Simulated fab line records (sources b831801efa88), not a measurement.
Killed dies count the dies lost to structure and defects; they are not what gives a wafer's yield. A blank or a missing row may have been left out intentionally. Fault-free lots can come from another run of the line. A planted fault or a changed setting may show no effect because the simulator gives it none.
Matching of chambers | flow sky130 | SKY_LI_CONTACT_ETCH_15 on rieDiel-01: 4 sister chambers
The step etches PSG in C4F8/O2/Ar, stops on Si, target depth 600 nm. 8 wafers are shown with their chamber, then 7 later ones without.

## EACH WAFER AND ITS CHAMBER
wafer  | chamber | oesProductAu (a.u.)
L847.4 | 0       | 0.838
L852.2 | 2       | 0.845
L859.1 | 2       | 0.833
L860.2 | 3       | 0.836
L860.3 | 1       | 0.841
L860.6 | 3       | 0.840
L861.1 | 1       | 0.835
L861.4 | 0       | 0.836

## WAFERS WHOSE CHAMBER IS MISSING
wafer  | oesProductAu (a.u.)
L861.5 | 0.833
L863.2 | 0.839
L863.3 | 0.830
L863.6 | 0.830
L866.1 | 0.842
L866.2 | 0.843
L866.3 | 0.836

## EACH ONE'S CHAMBER
wafer  | from the rows above               | in truth
L861.5 | can't be placed: 0 or 1 or 3 or 2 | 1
L863.2 | can't be placed: 2 or 1 or 3 or 0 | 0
L863.3 | can't be placed: 0 or 1 or 3 or 2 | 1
L863.6 | can't be placed: 0 or 1 or 3 or 2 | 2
L866.1 | can't be placed: 2 or 1 or 3 or 0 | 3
L866.2 | can't be placed: 2 or 1 or 3 or 0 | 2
L866.3 | can't be placed: 0 or 1 or 3 or 2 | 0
Correct placement for 0 of the 7. Not placeable from these rows: 7 (in 7, the candidates include the true chamber). Wrongly placed: 0.
How it was worked out, from the rows above alone: a wafer's distance from a chamber is the root of the sum, over the readings, of the square of ((its reading less the chamber's mean) divided by the reading's scatter). If the next closest chamber is less than 2 further off than the closest, the wafer can't be placed; otherwise it belongs to the closest. Each chamber's mean is taken over the wafers shown for it. The scatter: take each reading less its chamber's mean, square it, sum over the shown wafers, divide by the number of wafers less the number of chambers, and take the root.
